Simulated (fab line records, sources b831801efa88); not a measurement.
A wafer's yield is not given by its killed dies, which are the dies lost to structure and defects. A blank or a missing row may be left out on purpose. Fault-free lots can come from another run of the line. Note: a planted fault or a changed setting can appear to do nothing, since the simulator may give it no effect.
fab line records | flow gf180mcu
[record] lots = 24 wafers = 72 lastDay = 34
route steps=602 shown V2@406 M3@424 V3@447 V4@501 M5@534 TOP_METAL@572
lots untouched by any fault: they come from a run of this same line in which no faults occurred
startH: hours from the record's opening day to when the first of the lot's shown wafers began | waitH: hours since the lot's step before | " identical to the entry in the row above | L1.1+2: a row that stands for several wafers | - value missing, or start not given | * or withheld: withheld | < > ~ a bound
route shown NAME@n: NAME is a module with steps in the file, n the number in the route of the first one | usual: mean/standard deviation of fault-free wafers | same: alike in all rows | chamber/n: place in a boat | sites: the reading at each site | _std_site: standard deviation across them | _edge_site: mean of outer sites minus mean of inner sites | radiusMm: for every site, how far away it sits from the centre of the wafer | mask NAME#n: copy n | behind: tool/chamber where the wafer was last shaped | hold: cause of the lot's hold/its duration in hours/its outcome | device: transistor that didn't switch, given as n, p or np | end of line: tests of these same wafers at the route's end | a step without rows: its recipe alone | killed: count of dies lost to structure and defects at first sort (not the wafer's yield) | map: a wafer's dies, x killed, . not, _ none there
set.NAME: the setting as run; set.NAME@STEP: as run at that earlier step | model.NAME: the simulator's own value behind a step, which no gauge read
steps of the route over a sample of lots; a table a step, a row a wafer
services: a tool's chamber out of use, with start hour (startH, from the record's first day; less than 0 if before it), hours out, and reason
[[steps]]
[step GF_V2_RS_MEAS_24]
[recipe] thkMeasGauge = four-point-probe reads = W_of_V2_CVD_23+TiN_of_V2_SPUTTER_22+Ti_of_V2_SPUTTER_21
[usual] V2_W_RS = 0.327/0.0038
// columns lot.wafer tool chamber startH waitH V2_W_RS[ohm/sq]
L074.4 filmMetro-02 - 455.88 0.1 0.324
L074.5 " - " " 0.322
L074.6 " - " " 0.320
L075.4 filmMetro-03 - 471.72 0.1 0.325
L075.5 " - " " 0.321
L075.6 " - " " 0.328
L076.2 filmMetro-02 - 481.13 0.1 0.326
L076.3 " - " " 0.325
L076.4 " - " " 0.324
L077.1 filmMetro-02 - 485.81 0.1 0.324
L077.2 " - " " 0.328
L077.6 " - " " 0.326
L078.1 filmMetro-02 - 501.80 0.1 0.336
L078.4 " - " " 0.335
L078.5 " - " " 0.327
L079.2 filmMetro-01 - 508.33 0.1 0.331
L079.4 " - " " 0.335
L079.6 " - " " 0.329
L080.1 filmMetro-01 - 511.76 0.1 0.329
L080.4 " - " " 0.327
L080.6 " - " " 0.325
L081.3 filmMetro-01 - 533.87 0.1 0.318
L081.5 " - " " 0.322
L081.6 " - " " 0.323
L082.2 filmMetro-03 - 534.77 0.1 0.335
L082.5 " - " " 0.332
L082.6 " - " " 0.332
L083.1 filmMetro-03 - 540.47 0.1 0.323
L083.3 " - " " 0.326
L083.4 " - " " 0.327
L084.1 filmMetro-01 - 556.21 0.1 0.330
L084.3 " - " " 0.329
L084.5 " - " " 0.325
L085.3 filmMetro-02 - 562.99 0.1 0.321
L085.5 " - " " 0.324
L085.6 " - " " 0.326
L086.1 filmMetro-01 - 570.76 0.1 0.329
L086.4 " - " " 0.329
L086.6 " - " " 0.326
L087.1 filmMetro-01 - 578.21 0.1 0.324
L087.2 " - " " 0.317
L087.4 " - " " 0.325
L088.2 filmMetro-02 - 588.33 0.1 0.331
L088.3 " - " " 0.328
L088.5 " - " " 0.332
L089.2 filmMetro-02 - 595.77 0.1 0.332
L089.3 " - " " 0.326
L089.4 " - " " 0.328
L090.2 filmMetro-02 - 599.79 0.1 0.328
L090.5 " - " " 0.328
L090.6 " - " " 0.325
L091.2 filmMetro-03 - 609.17 0.1 0.323
L091.4 " - " " 0.331
L091.5 " - " " 0.326
L092.4 filmMetro-03 - 614.81 0.1 0.332
L092.5 " - " " 0.333
L092.6 " - " " 0.329
L093.3 filmMetro-01 - 620.61 0.1 0.325
L093.5 " - " " 0.328
L093.6 " - " " 0.323
L094.1 filmMetro-02 - 625.66 0.1 0.329
L094.2 " - " " 0.326
L094.6 " - " " 0.331
L095.1 filmMetro-01 - 635.60 0.1 0.328
L095.2 " - " " 0.332
L095.3 " - " " 0.327
L096.2 filmMetro-01 - 644.02 0.1 0.327
L096.3 " - " " 0.325
L096.4 " - " " 0.332
L097.1 filmMetro-03 - 650.17 0.1 0.324
L097.5 " - " " 0.329
L097.6 " - " " 0.325
[step GF_M3_OVL_MEAS_15]
[usual] M3_OVL = -4/5.7
// columns lot.wafer tool chamber startH waitH M3_OVL[nm]
L074.4 overlay-01 - 480.54 0.1 -7
L074.5 " - " " -6
L074.6 " - " " 3
L075.4 overlay-02 - 496.24 0.1 -11
L075.5 " - " " 6
L075.6 " - " " -5
L076.2 overlay-02 - 505.64 0.1 2
L076.3 " - " " -8
L076.4 " - " " 0
L077.1 overlay-02 - 510.07 0.1 -3
L077.2 " - " " -5
L077.6 " - " " -4
L078.1 overlay-02 - 526.11 0.1 -4
L078.4 " - " " -1
L078.5 " - " " -3
L079.2 overlay-02 - 533.13 0.1 -6
L079.4 " - " " 2
L079.6 " - " " 3
L080.1 overlay-01 - 536.77 0.1 -11
L080.4 " - " " -7
L080.6 " - " " -8
L081.3 overlay-01 - 557.83 0.1 -7
L081.5 " - " " -7
L081.6 " - " " -1
L082.2 overlay-01 - 558.40 0.1 -10
L082.5 " - " " -9
L082.6 " - " " -11
L083.1 overlay-01 - 563.11 0.1 2
L083.3 " - " " 0
L083.4 " - " " -7
L084.1 overlay-01 - 579.17 0.1 -4
L084.3 " - " " -5
L084.5 " - " " -4
L085.3 overlay-01 - 585.57 0.1 -1
L085.5 " - " " -2
L085.6 " - " " -2
L086.1 overlay-01 - 593.06 0.1 -8
L086.4 " - " " 6
L086.6 " - " " 1
L087.1 overlay-01 - 600.17 0.1 -1
L087.2 " - " " -4
L087.4 " - " " -5
L088.2 overlay-01 - 610.17 0.1 -10
L088.3 " - " " -8
L088.5 " - " " -12
L089.2 overlay-02 - 617.40 0.1 -6
L089.3 " - " " -8
L089.4 " - " " 0
L090.2 overlay-01 - 621.03 0.1 3
L090.5 " - " " -7
L090.6 " - " " 1
L091.2 overlay-02 - 629.83 0.1 -11
L091.4 " - " " -6
L091.5 " - " " 3
L092.4 overlay-02 - 635.31 0.1 3
L092.5 " - " " -8
L092.6 " - " " -1
L093.3 overlay-01 - 640.96 0.1 -2
L093.5 " - " " -6
L093.6 " - " " -4
L094.1 overlay-02 - 646.16 0.1 1
L094.2 " - " " 0
L094.6 " - " " 0
L095.1 overlay-01 - 655.87 0.1 -12
L095.2 " - " " -7
L095.3 " - " " -6
L096.2 overlay-01 - 664.32 0.1 3
L096.3 " - " " -4
L096.4 " - " " 3
L097.1 overlay-02 - 670.14 0.1 -14
L097.5 " - " " -9
L097.6 " - " " -3
[step GF_V3_STRIP_18]
[recipe] chemistry = O2/N2 powerW = 1400 pressureMtorr = 1500 platenTempC = 250 o2FlowSccm = 3000 n2FlowSccm = 300 overashFraction = 0.5
[usual] drypumpMotorCurrentA = 5.8/0.32 heaterPowerW = 357/24 oesProductAu = 0.595/0.0054
// columns lot.wafer tool chamber startH waitH drypumpMotorCurrentA heaterPowerW oesProductAu rfHoursCounterH
L074.4 plasmaAsher-04 0 506.05 - 6.2 357 0.603 -
L074.5 " 1 " " 5.8 379 0.587 -
L074.6 " 0 " " 6.2 361 0.598 -
L075.4 plasmaAsher-02 0 521.72 - 6.2 366 0.594 -
L075.5 " 0 " " 6.2 382 0.592 -
L075.6 " 1 " " 5.9 313 0.590 -
L076.2 plasmaAsher-01 0 531.23 - 5.8 372 0.597 86
L076.3 " 0 " " 5.8 371 0.591 -
L076.4 " 1 " " 5.3 343 0.609 -
L077.1 plasmaAsher-02 0 535.32 - 6.2 378 0.594 44
L077.2 " 1 " " 6.0 318 0.589 44
L077.6 " 1 " " 6.0 308 0.587 -
L078.1 plasmaAsher-04 1 551.03 - 5.8 371 0.595 13
L078.4 " 0 " " 6.2 359 0.579 -
L078.5 " 1 " " 5.8 386 0.598 -
L079.2 plasmaAsher-01 1 557.64 - 5.3 339 0.595 89
L079.4 " 1 " " 5.3 334 0.604 -
L079.6 " 1 " " 5.3 349 0.599 -
L080.1 plasmaAsher-01 1 561.68 - 5.3 346 0.591 90
L080.4 " 1 " " 5.3 332 0.590 -
L080.6 " 1 " " 5.3 342 0.600 -
L081.3 plasmaAsher-01 1 581.82 - 5.3 339 0.592 -
L081.5 " 1 " " 5.3 330 0.598 -
L081.6 " 0 " " 5.8 385 0.590 -
L082.2 plasmaAsher-04 0 582.14 - 6.2 363 0.599 16
L082.5 " 1 " " 5.9 376 0.591 -
L082.6 " 0 " " 6.2 362 0.589 -
L083.1 plasmaAsher-02 0 586.79 - 6.2 377 0.590 49
L083.3 " 1 " " 5.9 309 0.593 -
L083.4 " 0 " " 6.2 369 0.597 -
L084.1 plasmaAsher-01 0 601.42 - 5.8 375 0.596 93
L084.3 " 0 " " 5.8 372 0.586 -
L084.5 " 0 " " 5.8 369 0.604 -
L085.3 plasmaAsher-02 1 608.32 - 6.0 311 0.591 -
L085.5 " 1 " " 6.0 308 0.604 -
L085.6 " 0 " " 6.2 369 0.599 -
L086.1 plasmaAsher-01 1 615.44 - 5.3 340 0.586 95
L086.4 " 1 " " 5.3 344 0.599 -
L086.6 " 0 " " 5.8 380 0.595 -
L087.1 plasmaAsher-01 1 622.02 - 5.3 351 0.593 96
L087.2 " 0 " " 5.8 377 0.600 96
L087.4 " 1 " " 5.3 345 0.596 -
L088.2 plasmaAsher-04 1 631.73 - 5.8 389 0.595 22
L088.3 " 1 " " 5.8 377 0.591 -
L088.5 " 1 " " 5.8 379 0.595 -
L089.2 plasmaAsher-01 0 638.72 - 5.8 373 0.595 97
L089.3 " 0 " " 5.8 376 0.586 -
L089.4 " 1 " " 5.3 340 0.603 -
L090.2 plasmaAsher-04 1 642.59 - 5.8 381 0.592 23
L090.5 " 1 " " 5.8 377 0.592 -
L090.6 " 0 " " 6.2 356 0.596 -
L091.2 plasmaAsher-01 1 651.48 - 5.3 333 0.592 98
L091.4 " 1 " " 5.3 340 0.593 -
L091.5 " 1 " " 5.3 337 0.602 -
L092.4 plasmaAsher-04 1 656.42 - 5.8 377 0.601 -
L092.5 " 0 " " 6.2 366 0.599 -
L092.6 " 1 " " 5.8 373 0.594 -
L093.3 plasmaAsher-01 1 662.77 - 5.3 342 0.594 -
L093.5 " 1 " " 5.3 340 0.603 -
L093.6 " 0 " " 5.8 381 0.611 -
L094.1 plasmaAsher-02 1 667.98 - 6.0 311 0.589 58
L094.2 " 0 " " 6.2 375 0.597 58
L094.6 " 0 " " 6.2 371 0.589 -
L095.1 plasmaAsher-02 1 676.67 - 6.0 304 0.595 59
L095.2 " 0 " " 6.2 381 0.592 59
L095.3 " 1 " " 6.0 304 0.598 -
L096.2 plasmaAsher-04 0 685.12 - 6.2 360 0.587 27
L096.3 " 0 " " 6.2 366 0.596 -
L096.4 " 1 " " 5.8 382 0.603 -
L097.1 plasmaAsher-02 0 690.58 - 6.2 373 0.597 60
L097.5 " 1 " " 6.0 312 0.604 -
L097.6 " 0 " " 6.2 378 0.599 -
[step GF_V4_THK_MEAS_25]
[recipe] thkMeasGauge = xrf reads = W_of_V4_CVD_23
[usual] V4_W_THK = 363/4.5
// columns lot.wafer tool chamber startH waitH V4_W_THK[nm]
L074.4 filmMetro-02 - 558.16 0.1 368
L074.5 " - " " 370
L074.6 " - " " 363
L075.4 filmMetro-02 - 571.42 0.1 369
L075.5 " - " " 364
L075.6 " - " " 365
L076.2 filmMetro-01 - 581.23 0.1 372
L076.3 " - " " 374
L076.4 " - " " 360
L077.1 filmMetro-01 - 585.38 0.1 361
L077.2 " - " " 357
L077.6 " - " " 358
L078.1 filmMetro-01 - 597.98 0.1 360
L078.4 " - " " 356
L078.5 " - " " 370
L079.2 filmMetro-03 - 604.63 0.1 362
L079.4 " - " " 364
L079.6 " - " " 371
L080.1 filmMetro-02 - 608.69 0.1 358
L080.4 " - " " 355
L080.6 " - " " 362
L081.3 filmMetro-02 - 627.06 0.1 360
L081.5 " - " " 365
L081.6 " - " " 361
L082.2 filmMetro-02 - 628.00 0.1 364
L082.5 " - " " 365
L082.6 " - " " 359
L083.1 filmMetro-02 - 631.59 0.1 360
L083.3 " - " " 357
L083.4 " - " " 357
L084.1 filmMetro-01 - 646.36 0.1 364
L084.3 " - " " 364
L084.5 " - " " 372
L085.3 filmMetro-01 - 653.01 0.1 360
L085.5 " - " " 362
L085.6 " - " " 364
L086.1 filmMetro-01 - 659.19 0.1 363
L086.4 " - " " 365
L086.6 " - " " 372
L087.1 filmMetro-02 - 666.21 0.1 366
L087.2 " - " " 360
L087.4 " - " " 370
L088.2 filmMetro-01 - 675.57 0.1 363
L088.3 " - " " 365
L088.5 " - " " 362
L089.2 filmMetro-01 - 681.50 0.1 364
L089.3 " - " " 363
L089.4 " - " " 359
L090.2 filmMetro-01 - 685.55 0.1 360
L090.5 " - " " 369
L090.6 " - " " 369
L091.2 filmMetro-03 - 694.54 0.1 357
L091.4 " - " " 367
L091.5 " - " " 363
L092.4 filmMetro-02 - 698.72 0.1 362
L092.5 " - " " 365
L092.6 " - " " 369
L093.3 filmMetro-02 - 703.65 0.1 369
L093.5 " - " " 367
L093.6 " - " " 351
L094.1 filmMetro-03 - 709.87 0.1 364
L094.2 " - " " 367
L094.6 " - " " 361
L095.1 filmMetro-03 - 718.27 0.1 363
L095.2 " - " " 361
L095.3 " - " " 364
L096.2 filmMetro-01 - 725.18 0.1 367
L096.3 " - " " 363
L096.4 " - " " 367
L097.1 filmMetro-03 - 731.19 0.1 359
L097.5 " - " " 362
L097.6 " - " " 362
[step GF_M5_OVL_MEAS_08]
[usual] M5_OVL = 6/5.4
// columns lot.wafer tool chamber startH waitH M5_OVL[nm]
L074.4 overlay-02 - 602.68 0.1 6
L074.5 " - " " -3
L074.6 " - " " 6
L075.4 overlay-02 - 614.93 0.1 5
L075.5 " - " " 11
L075.6 " - " " 4
L076.2 overlay-02 - 623.46 0.1 2
L076.3 " - " " -5
L076.4 " - " " 2
L077.1 overlay-02 - 627.99 0.1 -3
L077.2 " - " " -3
L077.6 " - " " 2
L078.1 overlay-02 - 639.95 0.1 8
L078.4 " - " " -1
L078.5 " - " " 10
L079.2 overlay-02 - 646.82 0.1 6
L079.4 " - " " 16
L079.6 " - " " 10
L080.1 overlay-01 - 649.76 0.1 3
L080.4 " - " " 7
L080.6 " - " " 13
L081.3 overlay-02 - 668.17 0.1 1
L081.5 " - " " 4
L081.6 " - " " 7
L082.2 overlay-01 - 668.83 0.1 -2
L082.5 " - " " -1
L082.6 " - " " 7
L083.1 overlay-02 - 673.07 0.1 13
L083.3 " - " " 9
L083.4 " - " " 5
L084.1 overlay-02 - 685.76 0.1 6
L084.3 " - " " 4
L084.5 " - " " 6
L085.3 overlay-02 - 693.03 0.1 5
L085.5 " - " " 10
L085.6 " - " " 13
L086.1 overlay-02 - 698.01 0.1 3
L086.4 " - " " 7
L086.6 " - " " 11
L087.1 overlay-02 - 704.05 0.1 2
L087.2 " - " " 11
L087.4 " - " " 12
L088.2 overlay-02 - 714.27 0.1 -1
L088.3 " - " " -4
L088.5 " - " " 0
L089.2 overlay-02 - 719.26 0.1 15
L089.3 " - " " 11
L089.4 " - " " 15
L090.2 overlay-02 - 722.91 0.1 3
L090.5 " - " " 7
L090.6 " - " " 5
L091.2 overlay-02 - 731.76 0.1 1
L091.4 " - " " 4
L091.5 " - " " 3
L092.4 overlay-01 - 736.28 0.1 7
L092.5 " - " " 2
L092.6 " - " " 2
L093.3 overlay-02 - 739.88 0.1 14
L093.5 " - " " 13
L093.6 " - " " 21
L094.1 overlay-01 - 745.60 0.1 0
L094.2 " - " " 3
L094.6 " - " " 6
L095.1 overlay-02 - 753.70 0.1 0
L095.2 " - " " 3
L095.3 " - " " 4
L096.2 overlay-02 - 759.86 0.1 12
L096.3 " - " " 13
L096.4 " - " " 12
L097.1 overlay-01 - 764.46 0.1 15
L097.5 " - " " 17
L097.6 " - " " 10
[step GF_TOP_METAL_RS_MEAS_05]
[recipe] thkMeasGauge = four-point-probe reads = TiN_of_TOP_METAL_SPUTTER_04+Ti_of_TOP_METAL_SPUTTER_03+AlCu_of_TOP_METAL_SPUTTER_02+TiN_of_TOP_METAL_SPUTTER_01+Ti_of_TOP_METAL_SPUTTER_00
[usual] TOP_METAL_ALCU_RS = 0.0327/0.00037
// columns lot.wafer tool chamber startH waitH TOP_METAL_ALCU_RS[ohm/sq]
L074.4 filmMetro-04 - 626.80 0.1 0.0333
L074.5 " - " " 0.0333
L074.6 " - " " 0.0329
L075.4 filmMetro-02 - 638.33 0.1 0.0331
L075.5 " - " " 0.0331
L075.6 " - " " 0.0329
L076.2 filmMetro-03 - 646.88 0.0 0.0329
L076.3 " - " " 0.0321
L076.4 " - " " 0.0326
L077.1 filmMetro-04 - 651.21 0.0 0.0329
L077.2 " - " " 0.0322
L077.6 " - " " 0.0327
L078.1 filmMetro-03 - 663.24 0.0 0.0325
L078.4 " - " " 0.0332
L078.5 " - " " 0.0329
L079.2 filmMetro-02 - 670.13 0.0 0.0328
L079.4 " - " " 0.0328
L079.6 " - " " 0.0324
L080.1 filmMetro-04 - 672.90 0.0 0.0333
L080.4 " - " " 0.0331
L080.6 " - " " 0.0329
L081.3 filmMetro-04 - 690.71 0.1 0.0326
L081.5 " - " " 0.0324
L081.6 " - " " 0.0327
L082.2 filmMetro-04 - 691.11 0.0 0.0327
L082.5 " - " " 0.0327
L082.6 " - " " 0.0329
L083.1 filmMetro-02 - 695.15 0.0 0.0329
L083.3 " - " " 0.0325
L083.4 " - " " 0.0324
L084.1 filmMetro-04 - 707.22 0.0 0.0326
L084.3 " - " " 0.0322
L084.5 " - " " 0.0328
L085.3 filmMetro-04 - 714.23 0.1 0.0330
L085.5 " - " " 0.0328
L085.6 " - " " 0.0329
L086.1 filmMetro-03 - 719.00 0.0 0.0325
L086.4 " - " " 0.0328
L086.6 " - " " 0.0322
L087.1 filmMetro-04 - 724.89 0.0 0.0326
L087.2 " - " " 0.0319
L087.4 " - " " 0.0323
L088.2 filmMetro-03 - 734.63 0.0 0.0332
L088.3 " - " " 0.0330
L088.5 " - " " 0.0335
L089.2 filmMetro-04 - 740.26 0.1 0.0328
L089.3 " - " " 0.0328
L089.4 " - " " 0.0324
L090.2 filmMetro-02 - 743.71 0.0 0.0324
L090.5 " - " " 0.0322
L090.6 " - " " 0.0322
L091.2 filmMetro-02 - 753.82 0.0 0.0324
L091.4 " - " " 0.0324
L091.5 " - " " 0.0326
L092.4 filmMetro-02 - 757.77 0.1 0.0326
L092.5 " - " " 0.0325
L092.6 " - " " 0.0326
L093.3 filmMetro-02 - 760.74 0.1 0.0329
L093.5 " - " " 0.0332
L093.6 " - " " 0.0329
L094.1 filmMetro-04 - 763.87 0.0 0.0325
L094.2 " - " " 0.0329
L094.6 " - " " 0.0326
L095.1 filmMetro-02 - 774.91 0.0 0.0332
L095.2 " - " " 0.0333
L095.3 " - " " 0.0336
L096.2 filmMetro-02 - 780.93 0.0 0.0329
L096.3 " - " " 0.0325
L096.4 " - " " 0.0328
L097.1 filmMetro-03 - 784.51 0.0 0.0325
L097.5 " - " " 0.0334
L097.6 " - " " 0.0334
[[services]]
// columns tool chamber startH hours kind
plasmaAsher-04 - 576.93 1.4 repair
plasmaAsher-01 - 640.25 7.8 repair
plasmaAsher-02 - 648.83 1.2 repair
plasmaAsher-02 - 658.36 3.0 repair
plasmaAsher-02 - 679.94 2.7 repair
[[key]]
fault none
